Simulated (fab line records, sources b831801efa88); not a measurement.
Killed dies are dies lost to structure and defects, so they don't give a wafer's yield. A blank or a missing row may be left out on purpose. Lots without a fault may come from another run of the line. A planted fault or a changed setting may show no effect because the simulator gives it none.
fab line records | flow sky130
record lots=6 wafers=18 last_day=50
route steps=708 shown LOCAL_INTERCONNECT@394 CONTACT@406 PAD_OPEN@708
lots that met no fault: from a run of the same line without faults
start_h: hours from the record's first day to the start of the lot's first wafer shown | wait_h: hours since the lot's step before | " the same as in the row above | L1.1+2: a row that stands for several wafers | - no value, or no start given | * or withheld: withheld | < > ~ a bound
route shown NAME@n: a module of which the file shows steps, and the number in the route of the first | usual: mean/standard deviation of fault-free wafers | same: alike in all rows | chamber/n: place in a boat | sites: the reading at each site | _std_site: their standard deviation | _edge_site: outer sites' mean less inner sites' | radius_mm: how far each site lies from the wafer's centre | mask NAME#n: copy n | behind: the tool/chamber that last shaped the wafer | hold: why the lot was held/for how many hours/how that ended | device: the transistor (n, p or np) that didn't switch | end of line: the same wafers' tests at the end of the route | a step without rows: its recipe alone | killed: dies lost to structure and defects at the first sort, not the wafer's yield | map: a wafer's dies, x killed, . not, _ none there
set.NAME: the setting as run; set.NAME@STEP: as run at that earlier step | model.NAME: the simulator's own value behind a step, which no gauge read
lots at some steps of the route; a table a step, a row a wafer
services: from which hour (start_h, from the record's first day; less than 0 if before it) a tool's chamber was out of use, for how many hours, and why
## steps
# step SKY_LOCAL_INTERCONNECT_SOFTBAKE_07
# recipe temp_c=100 time_s=90 resist=KrF-thick
# step SKY_LOCAL_INTERCONNECT_EXPOSE_08
# recipe mask_id=LI1M na=0.8 source_shape=annular sigma_inner=0.55 sigma_outer=0.85 target_cd_nm=170 dose_mj=28
# step SKY_LOCAL_INTERCONNECT_PEB_09
# recipe peb_temp_c=withheld peb_time_s=withheld resist=KrF-thick
# step SKY_LOCAL_INTERCONNECT_DEVELOP_10
# recipe develop_time_s=60 resist=KrF-thick dev_temp_c=21
# step SKY_LOCAL_INTERCONNECT_CD_MEAS_11
# recipe target_cd_nm=170
# usual cd_nm=169.7/1.2
# columns lot.wafer tool chamber start_h wait_h cd_nm
L331.1 cd_sem-01 - 722.84 - 168.9
L331.3 " - " " 169.6
L331.6 " - " " 169.5
L332.1 cd_sem-01 - 729.64 - 166.3
L332.4 " - " " 167.4
L332.5 " - " " 168.7
L336.1 cd_sem-02 - 784.55 - 168.6
L336.3 " - " " 167.9
L336.6 " - " " 169.5
L338.1 cd_sem-01 - 797.06 - 170.4
L338.2 " - " " 171.4
L338.4 " - " " 169.1
L343.1 cd_sem-01 - 837.91 - 171.1
L343.5 " - " " 171.0
L343.6 " - " " 172.1
L350.3 cd_sem-02 - 873.35 - 170.8
L350.4 " - " " 170.5
L350.5 " - " " 171.6
# step SKY_LOCAL_INTERCONNECT_OVL_MEAS_12
# usual LOCAL_INTERCONNECT_OVL=1/5.3
# columns lot.wafer tool chamber start_h wait_h LOCAL_INTERCONNECT_OVL[nm]
L331.1 overlay-02 - 722.96 0.1 9
L331.3 " - " " 9
L331.6 " - " " 8
L332.1 overlay-01 - 729.76 0.1 2
L332.4 " - " " 5
L332.5 " - " " -5
L336.1 overlay-01 - 784.67 0.1 -7
L336.3 " - " " 0
L336.6 " - " " 2
L338.1 overlay-01 - 797.18 0.1 6
L338.2 " - " " 10
L338.4 " - " " 2
L343.1 overlay-01 - 838.03 0.1 5
L343.5 " - " " 5
L343.6 " - " " 4
L350.3 overlay-01 - 873.44 0.1 0
L350.4 " - " " -2
L350.5 " - " " 6
# step SKY_LOCAL_INTERCONNECT_ETCH_13
# recipe chemistry=N2/H2 target=BARC ion_energy_ev=200 bias_w=100 pressure_mtorr=28.93 n2_flow_sccm=100 h2_flow_sccm=200 icp_w=500 stop_on=SiO2 time_s=45.9 target_depth_a=600
# usual drypump_motor_current_A=5.8/0.39 he_backside_leak_sccm=3.34/0.29 oes_product_au=0.855/0.0049 throttle_valve_pct=13.507/0.0093
# columns lot.wafer tool chamber start_h wait_h drypump_motor_current_A he_backside_leak_sccm oes_product_au rf_hours_counter_h throttle_valve_pct
L331.1 rie_metal-01 1 722.99 0.0 6.0 3.49 0.856 15 13.509
L331.3 " 1 " " 6.0 3.39 0.851 - 13.495
L331.6 " 1 " " 6.0 3.53 0.847 - 13.503
L332.1 rie_metal-03 0 729.79 0.0 6.1 3.17 0.854 2 13.483
L332.4 " 0 " " 6.1 3.25 0.856 - 13.508
L332.5 " 0 " " 6.1 3.15 0.842 - 13.504
L336.1 rie_metal-03 0 784.71 0.0 6.1 3.12 0.857 5 13.521
L336.3 " 1 " " 5.6 3.11 0.853 - 13.507
L336.6 " 0 " " 6.1 3.20 0.854 - 13.515
L338.1 rie_metal-03 0 797.21 0.0 6.1 3.13 0.851 5 13.503
L338.2 " 1 " " 5.6 3.19 0.855 1 13.508
L338.4 " 1 " " 5.7 3.21 0.859 - 13.510
L343.1 rie_metal-03 1 838.06 0.0 5.6 3.09 0.851 3 13.503
L343.5 " 1 " " 5.6 3.23 0.845 - 13.490
L343.6 " 0 " " 6.1 3.19 0.848 - 13.500
L350.3 rie_metal-01 1 873.48 0.0 6.0 3.58 0.859 - 13.502
L350.4 " 0 " " 5.6 3.26 0.853 - 13.502
L350.5 " 0 " " 5.6 3.42 0.860 - 13.507
# step SKY_LOCAL_INTERCONNECT_METAL_ETCH_14
# recipe target_depth_nm=110 stop_on=PSG chemistry=Cl2/BCl3 target=TiN resist_sidewall_deg=88 pressure_mtorr=10 icp_w=900 bias_w=48.5 Cl2_flow_sccm=60 bcl3_flow_sccm=30 time_s=31.4
# usual drypump_motor_current_A=5.8/0.39 he_backside_leak_sccm=3.4/0.36 oes_product_au=0.928/0.0071 throttle_valve_pct=21.909/0.0097
# columns lot.wafer tool chamber start_h wait_h drypump_motor_current_A he_backside_leak_sccm oes_product_au rf_hours_counter_h throttle_valve_pct
L331.1 rie_metal-01 1 723.12 0.1 6.0 3.5 0.935 15 21.905
L331.3 " 1 " " 6.0 3.4 0.935 - 21.902
L331.6 " 1 " " 6.0 3.6 0.926 - 21.911
L332.1 rie_metal-03 0 729.86 0.0 6.1 3.2 0.921 3 21.912
L332.4 " 0 " " 6.1 3.1 0.917 - 21.923
L332.5 " 0 " " 6.1 3.0 0.928 - 21.900
L336.1 rie_metal-03 0 784.77 0.0 6.1 3.1 0.943 5 21.912
L336.3 " 1 " " 5.6 3.2 0.939 - 21.901
L336.6 " 0 " " 6.1 3.2 0.944 - 21.906
L338.1 rie_metal-03 0 797.28 0.0 6.1 3.2 0.929 5 21.900
L338.2 " 1 " " 5.6 3.3 0.938 1 21.900
L338.4 " 1 " " 5.6 3.3 0.939 - 21.909
L343.1 rie_metal-03 1 838.13 0.0 5.6 3.0 0.930 3 21.902
L343.5 " 1 " " 5.6 3.1 0.926 - 21.890
L343.6 " 0 " " 6.1 3.2 0.918 - 21.914
L350.3 rie_metal-01 1 873.54 0.0 6.0 3.6 0.927 - 21.913
L350.4 " 0 " " 5.6 3.4 0.925 - 21.906
L350.5 " 0 " " 5.6 3.4 0.927 - 21.902
# step SKY_LOCAL_INTERCONNECT_STRIP_15
# recipe chemistry=O2/N2 power_w=1400 pressure_mtorr=1500 platen_temp_c=withheld o2_flow_sccm=3000 n2_flow_sccm=300 overash_fraction=0.5
# usual drypump_motor_current_A=5.5/0.45 o2_flow_sccm=3000/8.9 oes_product_au=0.427/0.0046 strip_time_to_endpoint_s=4.727/0.021
# columns lot.wafer tool chamber start_h wait_h drypump_motor_current_A o2_flow_sccm oes_product_au rf_hours_counter_h strip_time_to_endpoint_s
L331.1 plasma_asher-03 1 723.22 0.1 6.0 3013 0.425 30 4.740
L331.3 " 1 " " 6.0 3010 0.426 - 4.727
L331.6 " 0 " " 5.8 2995 0.422 - 4.724
L332.1 plasma_asher-04 0 729.91 0.0 5.0 3011 0.424 89 4.694
L332.4 " 1 " " 5.9 2984 0.416 - 4.703
L332.5 " 0 " " 4.9 3018 0.425 - 4.708
L336.1 plasma_asher-04 0 784.82 0.0 5.0 3004 0.416 94 4.703
L336.3 " 0 " " 5.0 2993 0.431 - 4.722
L336.6 " 1 " " 5.9 3019 0.426 - 4.722
L338.1 plasma_asher-02 1 797.33 0.0 4.9 2998 0.425 5 4.743
L338.2 " 0 " " 5.0 2994 0.416 5 4.743
L338.4 " 1 " " 4.9 3003 0.427 - 4.750
L343.1 plasma_asher-04 0 838.18 0.0 5.0 2992 0.426 99 4.700
L343.5 " 0 " " 5.0 2989 0.427 - 4.703
L343.6 " 1 " " 5.9 2990 0.429 - 4.713
L350.3 plasma_asher-04 1 873.61 0.1 5.9 2997 0.433 - 4.738
L350.4 " 0 " " 5.0 3000 0.434 - 4.723
L350.5 " 0 " " 5.0 3009 0.429 - 4.742
# step SKY_LOCAL_INTERCONNECT_STRIP_16
# recipe chemistry=post_etch_residue_remover time_s=1200 temp_c=72.5
# step SKY_LOCAL_INTERCONNECT_CLEAN_17
# recipe chemistry=IPA time_s=180 temp_c=25
# step SKY_LOCAL_INTERCONNECT_CLEAN_18
# recipe chemistry=O3/DIW dry=n2_spin
# step SKY_CONTACT_CVD_00
# recipe material=Si3N4 target_thk_nm=75 temp_c=400 time_s=withheld rf_w=450
# usual heater_power_outer_w=425/80 heater_power_w=724/97
# columns lot.wafer tool chamber start_h wait_h heater_power_outer_w heater_power_w
L331.1 pecvd-03 0 723.85 0.0 492 851
L331.3 " 1 " " 294 590
L331.6 " 1 " " 298 588
L332.1 pecvd-03 0 730.53 0.0 470 805
L332.4 " 1 " " 360 696
L332.5 " 0 " " 485 805
L336.1 pecvd-02 1 785.42 0.0 532 874
L336.3 " 0 " " 291 537
L336.6 " 2 " " 490 781
L336.1 pecvd-02 1 785 - 527 894
L336.3 " 0 " " 288 553
L336.6 " 2 " " 482 775
L338.1 pecvd-03 0 797.92 0.0 447 753
L338.2 " 1 " " 299 592
L338.4 " 2 " " 359 705
L338.1 pecvd-03 0 798 - 426 766
L338.2 " 1 " " 301 598
L338.4 " 2 " " 366 704
L343.1 pecvd-02 2 838.83 0.0 477 759
L343.5 " 0 " " 320 581
L343.6 " 2 " " 486 791
L350.3 pecvd-01 2 874.17 0.0 441 750
L350.4 " 2 " " 457 723
L350.5 " 1 " " 452 747
# step SKY_CONTACT_THK_MEAS_01
# recipe reads=Si3N4_of_CONTACT_CVD_00
# usual CONTACT_CVD_00_THK=75.2/1
# columns lot.wafer tool chamber start_h wait_h CONTACT_CVD_00_THK[nm]
L331.1 film_metro-04 - 723.89 - 74.7
L331.3 " - " " 75.0
L331.6 " - " " 75.6
L332.1 film_metro-03 - 730.57 - 74.6
L332.4 " - " " 75.8
L332.5 " - " " 76.5
L336.1 film_metro-04 - 785.65 - 148.0
L336.3 " - " " 147.7
L336.6 " - " " 153.6
L338.1 film_metro-02 - 798.15 - 150.8
L338.2 " - " " 149.1
L338.4 " - " " 153.1
L343.1 film_metro-04 - 838.88 - 75.1
L343.5 " - " " 75.8
L343.6 " - " " 76.7
L350.3 film_metro-03 - 874.23 - 75.3
L350.4 " - " " 76.6
L350.5 " - " " 76.7
# step SKY_CONTACT_HDPCVD_02
# recipe material=SiO2 target_thk_nm=565 sigma_open_frac=0.3 time_s=94.2 temp_c=600 sih4_flow_sccm=60 pressure_mtorr=6
# step SKY_CONTACT_THK_MEAS_03
# recipe reads=SiO2_of_CONTACT_HDPCVD_02
# usual CONTACT_HDPCVD_THK=566/5.6
# columns lot.wafer tool chamber start_h wait_h CONTACT_HDPCVD_THK[nm]
L331.1 film_metro-02 - 724.01 0.0 572
L331.3 " - " " 578
L331.6 " - " " 570
L332.1 film_metro-02 - 730.70 0.0 560
L332.4 " - " " 559
L332.5 " - " " 566
L336.1 film_metro-02 - 785.78 0.0 564
L336.3 " - " " 565
L336.6 " - " " 555
L338.1 film_metro-02 - 798.28 0.0 566
L338.2 " - " " 561
L338.4 " - " " 550
L343.1 film_metro-02 - 839.01 0.0 567
L343.5 " - " " 569
L343.6 " - " " 571
L350.3 film_metro-04 - 874.36 0.1 560
L350.4 " - " " 570
L350.5 " - " " 560
# step SKY_CONTACT_CMP_04
# recipe material=SiO2 down_force_psi=4 platen_rpm=60 pad_velocity_m_s=0.94248
# step SKY_CONTACT_BOW_MEAS_05
# recipe mode=bow
# usual CONTACT_BOW=83/6.9
# columns lot.wafer tool chamber start_h wait_h CONTACT_BOW[um]
L331.1 film_metro-04 - 724.37 0.1 78
L331.3 " - " " 91
L331.6 " - " " 78
L332.1 film_metro-02 - 731.06 0.2 85
L332.4 " - " " 86
L332.5 " - " " 84
L336.1 film_metro-02 - 786.28 0.3 72
L336.3 " - " " 77
L336.6 " - " " 73
L338.1 film_metro-02 - 798.64 0.1 82
L338.2 " - " " 95
L338.4 " - " " 81
L343.1 film_metro-04 - 839.95 0.1 88
L343.5 " - " " 66
L343.6 " - " " 83
L350.3 film_metro-04 - 874.74 0.1 81
L350.4 " - " " 69
L350.5 " - " " 82
# step SKY_CONTACT_DEHYDRATE_06
# recipe temp_c=200 time_s=60
# step SKY_CONTACT_HMDS_07
# recipe prime_time_s=60 prime_temp_c=120
# step SKY_CONTACT_COAT_08
# recipe resist=BARC temp_c=withheld time_s=withheld spin_rpm=3000 resist_thk_nm=60
# step SKY_CONTACT_COAT_09
# recipe resist=KrF-thick spin_rpm=3000 resist_thk_nm=450
# step SKY_CONTACT_SOFTBAKE_10
# recipe temp_c=100 time_s=90 resist=KrF-thick
# step SKY_CONTACT_EXPOSE_11
# recipe mask_id=CTM1 na=0.8 source_shape=annular sigma_inner=0.55 sigma_outer=0.85 target_cd_nm=170 dose_mj=38
# step SKY_CONTACT_PEB_12
# recipe peb_temp_c=withheld peb_time_s=withheld resist=KrF-thick
# step SKY_CONTACT_DEVELOP_13
# recipe develop_time_s=60 resist=KrF-thick dev_temp_c=21
# step SKY_CONTACT_CD_MEAS_14
# recipe target_cd_nm=170
# usual cd_nm=170.2/1.8
# columns lot.wafer tool chamber start_h wait_h cd_nm
L331.1 cd_sem-02 - 751.39 - 169.7
L331.3 " - " " 170.3
L331.6 " - " " 170.6
L332.1 cd_sem-02 - 758.78 - 170.3
L332.4 " - " " 169.5
L332.5 " - " " 170.0
L336.1 cd_sem-02 - 813.09 - 170.3
L336.3 " - " " 170.2
L336.6 " - " " 170.0
L338.1 cd_sem-02 - 824.23 - 169.9
L338.2 " - " " 169.3
L338.4 " - " " 168.1
L343.1 cd_sem-01 - 865.44 - 172.0
L343.5 " - " " 169.7
L343.6 " - " " 172.1
L350.3 cd_sem-01 - 900.46 - 170.9
L350.4 " - " " 172.6
L350.5 " - " " 171.7
# step SKY_CONTACT_OVL_MEAS_15
# usual CONTACT_OVL=-2/4.6
# columns lot.wafer tool chamber start_h wait_h CONTACT_OVL[nm]
L331.1 overlay-01 - 751.51 0.1 -2
L331.3 " - " " 1
L331.6 " - " " -1
L332.1 overlay-01 - 758.90 0.1 1
L332.4 " - " " 7
L332.5 " - " " 0
L336.1 overlay-01 - 813.21 0.1 -5
L336.3 " - " " -5
L336.6 " - " " 0
L338.1 overlay-01 - 824.35 0.1 2
L338.2 " - " " -1
L338.4 " - " " 0
L343.1 overlay-01 - 865.56 0.1 3
L343.5 " - " " 0
L343.6 " - " " -4
L350.3 overlay-02 - 900.55 0.1 -6
L350.4 " - " " -3
L350.5 " - " " -2
# step SKY_CONTACT_ETCH_16
# recipe chemistry=N2/H2 target=BARC ion_energy_ev=200 source_w=500 bias_w=100 pressure_mtorr=30 n2_flow_sccm=100 h2_flow_sccm=200 stop_on=SiO2 time_s=45.9 target_depth_a=600
# usual drypump_motor_current_A=5.8/0.43 oes_product_au=0.855/0.0047 throttle_valve_pct=13.224/0.0085
# columns lot.wafer tool chamber start_h wait_h drypump_motor_current_A oes_product_au rf_hours_counter_h throttle_valve_pct
L331.1 rie_diel-02 1 751.54 0.0 5.9 0.853 11 13.222
L331.3 " 3 " " 6.4 0.858 18 13.244
L331.6 " 3 " " 6.4 0.859 - 13.219
L332.1 rie_diel-03 2 758.93 0.0 5.1 0.853 12 13.210
L332.4 " 2 " " 5.1 0.853 - 13.216
L332.5 " 1 " " 5.4 0.857 - 13.215
L336.1 rie_diel-01 1 813.24 0.0 5.7 0.855 12 13.223
L336.3 " 3 " " 6.3 0.853 9 13.228
L336.6 " 2 " " 6.3 0.846 - 13.221
L338.1 rie_diel-03 2 824.39 0.0 5.1 0.847 14 13.231
L338.2 " 3 " " 6.4 0.851 2 13.229
L338.4 " 0 " " 5.8 0.855 8 13.215
L343.1 rie_diel-03 3 865.59 0.0 6.4 0.853 3 13.219
L343.5 " 3 " " 6.4 0.857 - 13.224
L343.6 " 0 " " 5.8 0.856 - 13.240
L350.3 rie_diel-03 2 900.58 0.0 5.1 0.854 16 13.231
L350.4 " 3 " " 6.4 0.858 4 13.228
L350.5 " 1 " " 5.4 0.848 - 13.232
# step SKY_CONTACT_ETCH_17
# recipe target=SiO2 chemistry=C4F8/O2/Ar stop_on=Si3N4 mask_material=KrF-thick source_w=1500 bias_w=1200 pressure_mtorr=40 c4f8_flow_sccm=withheld O2_flow_sccm=6 Ar_flow_sccm=300 time_s=withheld target_depth_a=3400
# usual oes_product_au=0.892/0.0044
# columns lot.wafer tool chamber start_h wait_h oes_product_au
L331.1 rie_diel-02 1 751.58 0.0 0.895
L331.3 " 3 " " 0.895
L331.6 " 3 " " 0.898
L332.1 rie_diel-03 2 758.97 0.0 0.889
L332.4 " 2 " " 0.889
L332.5 " 1 " " 0.893
L336.1 rie_diel-01 1 813.28 0.0 0.890
L336.3 " 3 " " 0.903
L336.6 " 2 " " 0.892
L338.1 rie_diel-03 2 824.43 0.0 0.896
L338.2 " 3 " " 0.889
L338.4 " 0 " " 0.900
L343.1 rie_diel-03 3 865.63 0.0 0.897
L343.5 " 3 " " 0.891
L343.6 " 0 " " 0.889
L350.3 rie_diel-03 2 900.62 0.0 0.898
L350.4 " 3 " " 0.896
L350.5 " 1 " " 0.891
# step SKY_CONTACT_ETCH_18
# recipe target=Si3N4 chemistry=CHF3/O2 stop_on=TiN source_w=590.2 bias_w=200 pressure_mtorr=40 chf3_flow_sccm=50 O2_flow_sccm=5 time_s=39 target_depth_a=750
# usual chf3_flow_sccm=50.01/0.16 drypump_motor_current_A=5.8/0.44 oes_product_au=0.855/0.0075 throttle_valve_pct=8.793/0.01
# columns lot.wafer tool chamber start_h wait_h chf3_flow_sccm drypump_motor_current_A oes_product_au rf_hours_counter_h throttle_valve_pct model.etch.depth_nm
L331.1 rie_diel-02 1 - - 50.02 5.9 0.856 11 8.806 74.73
L331.3 " 3 " " 50.01 6.4 0.856 18 8.815 74.95
L331.6 " 3 " " 49.89 6.4 0.859 - 8.787 75.68
L332.1 rie_diel-03 2 - - 50.16 5.1 0.849 12 8.787 74.62
L332.4 " 2 " " 50.03 5.1 0.851 - 8.795 75.79
L332.5 " 1 " " 50.02 5.4 0.863 - 8.787 76.52
L336.1 rie_diel-01 1 - - 49.92 5.7 1.018 12 8.820 100.5
L336.3 " 3 " " 49.97 6.3 0.996 9 8.819 96.4
L336.6 " 2 " " 50.29 6.3 0.986 - 8.825 95.92
L338.1 rie_diel-03 2 - - 50.18 5.1 0.987 14 8.827 96.57
L338.2 " 3 " " 49.78 6.3 0.997 2 8.848 95.51
L338.4 " 0 " " 50.04 5.8 1.002 8 8.853 97.09
L343.1 rie_diel-03 3 - - 50.04 6.3 0.859 3 8.790 75.02
L343.5 " 3 " " 50.13 6.3 0.854 - 8.795 75.89
L343.6 " 0 " " 50.00 5.8 0.867 - 8.784 76.68
L350.3 rie_diel-03 2 - - 49.95 5.1 0.852 16 8.808 75.33
L350.4 " 3 " " 49.94 6.3 0.852 4 8.789 76.55
L350.5 " 1 " " 50.19 5.4 0.873 - 8.775 76.77
# step SKY_CONTACT_STRIP_19
# recipe chemistry=O2/N2 power_w=1400 pressure_mtorr=1500 platen_temp_c=withheld o2_flow_sccm=3000 n2_flow_sccm=300 overash_fraction=0.5
# step SKY_PAD_OPEN_PROBE_99
# usual killed_at_M0_to_M3=43/6.5 killed_at_M4_up=3.1/1.8 killed_at_contacts=24/4.8 killed_at_front_end=15/4.7 killed_at_other=0.3/0.58 killed_dies=86/8.6 killed_on_rim=17/4.1 killed_open=47/6.7 killed_short=39/6.1
# same gross_dies=492 killed_at_back_side=0
# columns lot.wafer tool chamber start_h wait_h killed_at_M0_to_M3 killed_at_M4_up killed_at_contacts killed_at_front_end killed_at_other killed_dies killed_on_rim killed_open killed_short
L331.1 prober-02 - 1085.89 0.1 51 4 23 11 0 89 25 54 35
L331.3 prober-02 - 1085.99 0.2 49 2 19 19 0 89 19 51 38
L331.6 prober-02 - 1086.14 0.2 41 3 27 25 0 96 18 50 46
L336.1 prober-02 - 1134.96 0.1 45 1 434 12 0 492 96 45 43
L336.3 prober-02 - 1135.06 0.2 53 2 422 15 0 492 96 50 43
L336.6 prober-02 - 1135.21 0.2 42 4 433 13 0 492 96 49 41
L338.1 prober-01 - 1141.03 0.1 40 3 439 10 0 492 96 41 38
L338.2 prober-01 - 1141.08 0.1 45 5 427 15 0 492 96 46 34
L338.4 prober-01 - 1141.18 0.2 40 3 437 12 0 492 96 48 37
L343.1 prober-01 - 1169.93 0.1 48 0 22 4 0 74 18 33 41
L343.5 prober-01 - 1170.13 0.2 39 2 25 8 0 74 16 49 25
L343.6 prober-01 - 1170.18 0.2 38 6 25 17 0 86 21 43 43
# killed by level:class
L331.1 VIA1:geometric_particle:open=17 CONTACT:geometric_particle:open=10 VIA3:geometric_particle:open=7 VIA2:geometric_particle:open=5 LI_CONTACT:geometric_particle:open=5 METAL1:geometric_particle:short=5 FIELD_ISO:geometric_particle:short=4 METAL2:geometric_particle:short=4
L331.3 VIA1:geometric_particle:open=13 LI_CONTACT:geometric_particle:open=10 VIA2:geometric_particle:open=7 VIA3:geometric_particle:open=6 FIELD_ISO:geometric_particle:short=5 POLY_GATE:geometric_particle:short=5 METAL1:geometric_particle:short=5 VIA1:geometric_particle:short=5
L331.6 POLY_GATE:geometric_particle:short=12 LI_CONTACT:geometric_particle:open=9 CONTACT:geometric_particle:open=9 VIA1:geometric_particle:open=9 VIA1:geometric_particle:short=7 METAL1:geometric_particle:short=6 POLY_GATE:geometric_particle:open=5 CONTACT:geometric_particle:short=5
L336.1 CONTACT:area_etch=404 METAL2:geometric_particle:short=13 CONTACT:geometric_particle:open=13 VIA3:geometric_particle:open=8 VIA2:geometric_particle:open=6 LI_CONTACT:geometric_particle:open=6 LOCAL_INTERCONNECT:geometric_particle:short=6 FIELD_ISO:geometric_particle:open=4
L336.3 CONTACT:area_etch=399 VIA1:geometric_particle:open=12 VIA3:geometric_particle:open=8 METAL1:geometric_particle:short=8 LI_CONTACT:geometric_particle:open=7 VIA2:geometric_particle:open=7 CONTACT:geometric_particle:open=6 CONTACT:geometric_particle:short=5
L336.6 CONTACT:area_etch=402 CONTACT:geometric_particle:open=11 VIA2:geometric_particle:open=11 LI_CONTACT:geometric_particle:open=9 METAL2:geometric_particle:short=8 FIELD_ISO:geometric_particle:open=7 LI_CONTACT:geometric_particle:short=5 METAL1:geometric_particle:short=5
L338.1 CONTACT:area_etch=413 CONTACT:geometric_particle:short=10 VIA1:geometric_particle:open=8 CONTACT:geometric_particle:open=7 METAL1:geometric_particle:short=6 VIA3:geometric_particle:open=6 VIA2:geometric_particle:open=5 LI_CONTACT:geometric_particle:open=4
L338.2 CONTACT:area_etch=412 VIA1:geometric_particle:open=14 VIA3:geometric_particle:open=8 CONTACT:geometric_particle:open=8 METAL1:geometric_particle:short=5 FIELD_ISO:geometric_particle:open=4 POLY_GATE:geometric_particle:open=4 METAL4:geometric_particle:short=4
L338.4 CONTACT:area_etch=407 VIA1:geometric_particle:open=12 CONTACT:geometric_particle:open=11 METAL1:geometric_particle:short=7 LI_CONTACT:geometric_particle:open=7 CONTACT:geometric_particle:short=6 VIA1:geometric_particle:short=5 METAL2:geometric_particle:short=5
L343.1 VIA1:geometric_particle:open=9 METAL1:geometric_particle:short=8 METAL2:geometric_particle:short=8 CONTACT:geometric_particle:open=7 VIA2:geometric_particle:short=5 METAL3:geometric_particle:short=5 LOCAL_INTERCONNECT:geometric_particle:open=4 LI_CONTACT:geometric_particle:open=4
L343.5 VIA1:geometric_particle:open=13 CONTACT:geometric_particle:open=11 LOCAL_INTERCONNECT:geometric_particle:short=6 VIA2:geometric_particle:open=5 LI_CONTACT:geometric_particle:open=4 METAL1:geometric_particle:open=4 VIA3:geometric_particle:open=4 FIELD_ISO:geometric_particle:short=3
L343.6 CONTACT:geometric_particle:open=10 VIA1:geometric_particle:open=10 VIA3:geometric_particle:open=5 METAL1:geometric_particle:short=5 METAL2:geometric_particle:short=5 VIA2:geometric_particle:open=5 METAL4:geometric_particle:short=5 FIELD_ISO:geometric_particle:short=4
# map L336.1 (x killed, . not)
__________xxxxxxxxxx_________
________xxxxxxxxxxxxxx_______
______xxxxxxxxxxxxxxxxxx_____
_____xxxxxxxxxxxxxxxxxxxx____
____xxxxxxxxxxxxxxxxxxxxxx___
___xxxxxxxxxxxxxxxxxxxxxxxx__
__xxxxxxxxxxxxxxxxxxxxxxxxxx_
_xxxxxxxxxxxxxxxxxxxxxxxxxxxx
_xxxxxxxxxxxxxxxxxxxxxxxxxxxx
_xxxxxxxxxxxxxxxxxxxxxxxxxxxx
_xxxxxxxxxxxxxxxxxxxxxxxxxxxx
_xxxxxxxxxxxxxxxxxxxxxxxxxxxx
_xxxxxxxxxxxxxxxxxxxxxxxxxxxx
_xxxxxxxxxxxxxxxxxxxxxxxxxxxx
_xxxxxxxxxxxxxxxxxxxxxxxxxxxx
__xxxxxxxxxxxxxxxxxxxxxxxxxx_
___xxxxxxxxxxxxxxxxxxxxxxxx__
____xxxxxxxxxxxxxxxxxxxxxx___
_____xxxxxxxxxxxxxxxxxxxx____
______xxxxxxxxxxxxxxxxxx_____
________xxxxxxxxxxxxxx_______
__________xxxxxxxxxx_________
# map L338.1 (x killed, . not)
__________xxxxxxxxxx_________
________xxxxxxxxxxxxxx_______
______xxxxxxxxxxxxxxxxxx_____
_____xxxxxxxxxxxxxxxxxxxx____
____xxxxxxxxxxxxxxxxxxxxxx___
___xxxxxxxxxxxxxxxxxxxxxxxx__
__xxxxxxxxxxxxxxxxxxxxxxxxxx_
_xxxxxxxxxxxxxxxxxxxxxxxxxxxx
_xxxxxxxxxxxxxxxxxxxxxxxxxxxx
_xxxxxxxxxxxxxxxxxxxxxxxxxxxx
_xxxxxxxxxxxxxxxxxxxxxxxxxxxx
_xxxxxxxxxxxxxxxxxxxxxxxxxxxx
_xxxxxxxxxxxxxxxxxxxxxxxxxxxx
_xxxxxxxxxxxxxxxxxxxxxxxxxxxx
_xxxxxxxxxxxxxxxxxxxxxxxxxxxx
__xxxxxxxxxxxxxxxxxxxxxxxxxx_
___xxxxxxxxxxxxxxxxxxxxxxxx__
____xxxxxxxxxxxxxxxxxxxxxx___
_____xxxxxxxxxxxxxxxxxxxx____
______xxxxxxxxxxxxxxxxxx_____
________xxxxxxxxxxxxxx_______
__________xxxxxxxxxx_________
## services
# columns tool chamber start_h hours kind
rie_metal-01 0 712.54 18.2 repair
rie_metal-01 1 716.74 4.4 repair
rie_diel-03 3 726.01 6.9 repair
rie_diel-01 - 741.73 0.2 repair
plasma_asher-04 - 750.63 2.5 repair
pecvd-02 - 766.98 5.5 pm
rie_diel-03 - 768.83 0.3 repair
rie_diel-03 1 773.13 4.5 repair
rie_diel-03 0 789.49 15.7 repair
rie_metal-01 1 839.44 32.8 repair
rie_metal-03 0 841.50 3.7 repair
rie_metal-03 - 843.18 2.8 pm
rie_diel-03 2 844.41 4.7 repair
rie_diel-03 3 853.12 3.4 repair
rie_diel-01 2 854.35 3.8 repair
rie_diel-02 - 855.19 0.4 repair
pecvd-02 1 856.51 12.5 repair
pecvd-03 1 860.54 3.8 repair
plasma_asher-04 - 863.47 1.0 repair
pecvd-03 - 872.16 2.8 pm
pecvd-03 0 880.05 8.7 repair
rie_metal-03 - 880.65 0.1 repair
rie_diel-01 0 889.51 15.0 repair
rie_metal-01 - 895.79 14.6 pm
## key
first_sign step=SKY_CONTACT_CVD_00 reading=visit direction=added
effect step=SKY_CONTACT_THK_MEAS_01 reading=CONTACT_CVD_00_THK direction=up sigmas=73 usual=75.2 struck=150.4
effect step=SKY_CONTACT_ETCH_18 reading=oes_product_au direction=up sigmas=19 usual=0.855 struck=0.998
effect step=SKY_PAD_OPEN_PROBE_99 reading=killed_at_contacts direction=up sigmas=84 usual=24 struck=432
model_effect step=SKY_CONTACT_ETCH_18 value=etch.depth_nm without=75.32 struck=96.99
more_kills_born_at SKY_CONTACT_ETCH_18@rie_diel-03=1232 SKY_CONTACT_ETCH_18@rie_diel-01=1205
met_at SKY_CONTACT_CVD_00
struck_wafers L336.1,L336.3,L336.6,L338.1,L338.2,L338.4
later_rows_left_out L336.1,L336.3,L336.6,L338.1,L338.2,L338.4
tester_left_out L336,L338
fault kind=repeated_step_whole tool=pecvd-01,pecvd-02,pecvd-03 chamber=- onset_h=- steps=SKY_CONTACT_CVD_00 times=1 scope=struck_lots_only
# tester_left_out: of these lots the tester's yield and bins aren't shown, on N5 and GAA mostly nor the transistor test; their killed dies are dies lost to structure and defects alone, not to doping, threshold or leakage, so they don't give the yield
# later_rows_left_out: the simulator's readings of these wafers behind a module that went badly wrong aren't trusted and aren't shown, but for the sort
